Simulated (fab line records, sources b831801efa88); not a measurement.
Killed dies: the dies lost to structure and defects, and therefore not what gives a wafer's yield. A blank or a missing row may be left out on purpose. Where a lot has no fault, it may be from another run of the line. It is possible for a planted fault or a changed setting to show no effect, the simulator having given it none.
A lot that was struck, set against a sound lot / flow sky130 / 15 steps out of a route of 708
Sound: these wafers, L304.1, L304.3, L304.6. The struck wafers were L317.2, L317.3, L317.6. Last of all comes the cause.
Each step with rows lists, per side, the tool, then ch with its chambers, then its first start. Under that, the readings that differ: sound wafers / struck wafers / difference of the means / sigmas: that difference in standard deviations of wafers without a fault.
alike: readings with means less than 2 such deviations apart, plus words and numbers identical on both sides. not compared: withheld readings, readings lacking a value on some wafer, bounds such as >300 that could conceal the same value, and numbers that have no deviation in the record and whose values overlap.
A row with sigmas, a row that says differs or no value, or rows on one side alone: a step with any of these is where the two part. Numbers that have no deviation but don't overlap get no sigmas and don't part them. Lack of a reading on every wafer of one side parts them only where that side has two or more wafers.

first, 7 steps without rows for these wafers: SKY_POLY_GATE_HMDS_06 (prime time 60 s); SKY_POLY_GATE_COAT_07 (resist thk 110 nm); SKY_POLY_GATE_COAT_08 (resist thk 450 nm); SKY_POLY_GATE_SOFTBAKE_09 (time 90 s); SKY_POLY_GATE_EXPOSE_10 (exposes mask P1M, target cd 150 nm); SKY_POLY_GATE_PEB_11; SKY_POLY_GATE_DEVELOP_12 (develop time 60 s).
SKY_POLY_GATE_CD_MEAS_13: the cd target is 150 nm.
  sound: cd-sem-01 at day 18 19:33; struck: cd-sem-01 at day 23 15:55
  alike: cd-nm
SKY_POLY_GATE_OVL_MEAS_14:
  sound: overlay-01 at day 18 19:40; struck: overlay-02 at day 23 16:01
  alike: POLY_GATE_OVL
SKY_POLY_GATE_ETCH_15: etches BARC in N2/H2, stops on SiO2, time 118.5 s, target depth 110 nm.
  sound on rie-diel-04 ch 0,2,3, day 18 19:42; struck on rie-diel-04 ch 0,1,3, day 23 16:03
  alike: drypump-motor-current-A, h2-flow-sccm, oes-product-au, throttle-valve-pct
  not compared: rf-hours-counter-h
SKY_POLY_GATE_ETCH_16: etches Si3N4 in CH3F/O2, stops on poly-Si, time 147.5 s, target depth 75 nm.
  sound on rie-diel-04 ch 0,2,3, day 18 19:47; struck on rie-diel-04 ch 0,1,3, day 23 16:08
  alike: O2_flow_sccm, drypump-motor-current-A, oes-product-au, throttle-valve-pct
  not compared: rf-hours-counter-h
SKY_POLY_GATE_ETCH_17: etches poly-Si in HBr/Cl2, stops on SiO2, target depth 180 nm, time 70.5 s.
  sound on rie-si-01 ch 0,2, day 18 19:53; struck on rie-si-02 ch 1,2,3, day 23 16:14
  alike: drypump-motor-current-A, he-backside-leak-sccm, oes-product-au, throttle-valve-pct
  not compared: rf-hours-counter-h
SKY_POLY_GATE_STRIP_18: strips in O2/N2.
  sound on plasma-asher-01 ch 0,1, day 18 19:56; struck on plasma-asher-01 ch 0,1, day 23 16:17
  no value came back on the struck wafers for chamber-pressure-mTorr (mTorr), drypump-motor-current-A (A), oes-product-au (a.u.), strip-time-to-endpoint-s (s); on the sound wafers chamber-pressure-mTorr (mTorr) reads 1500.9 1499.7 1501.8
reading=model.KrF-thick_of_POLY_GATE_COAT_08.thk-nm (nm); sound=0 0 0; struck=142 140.6 144.1; difference=+142; sigmas=
reading=model.BARC_of_POLY_GATE_COAT_07.thk-nm (nm); sound=0 0 0; struck=110.3 109.9 109.9; difference=+110.0; sigmas=
  not compared: rf-hours-counter-h
then, 1 step without rows for these wafers: SKY_POLY_GATE_CLEAN_19 (cleans in SC1/SC2, time 150 s).
-- a jump in the record: the struck wafers' starts before and after are 27 days apart (it breaks off in module POLY_GATE and resumes in module PAD_OPEN, where the first step shown is number 708 of the route) --
SKY_PAD_OPEN_PROBE_99:
  record: rows for the struck wafers here (prober-02, day 50 06:28), none for the sound ones

## WHERE THEY PART
Last at SKY_PAD_OPEN_PROBE_99 as far as this record goes, first at SKY_POLY_GATE_STRIP_18.

WHY: the cause the simulator had injected
At SKY_POLY_GATE_STRIP_18, the step was skipped entirely on plasma-asher-01 from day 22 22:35 on. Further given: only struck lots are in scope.
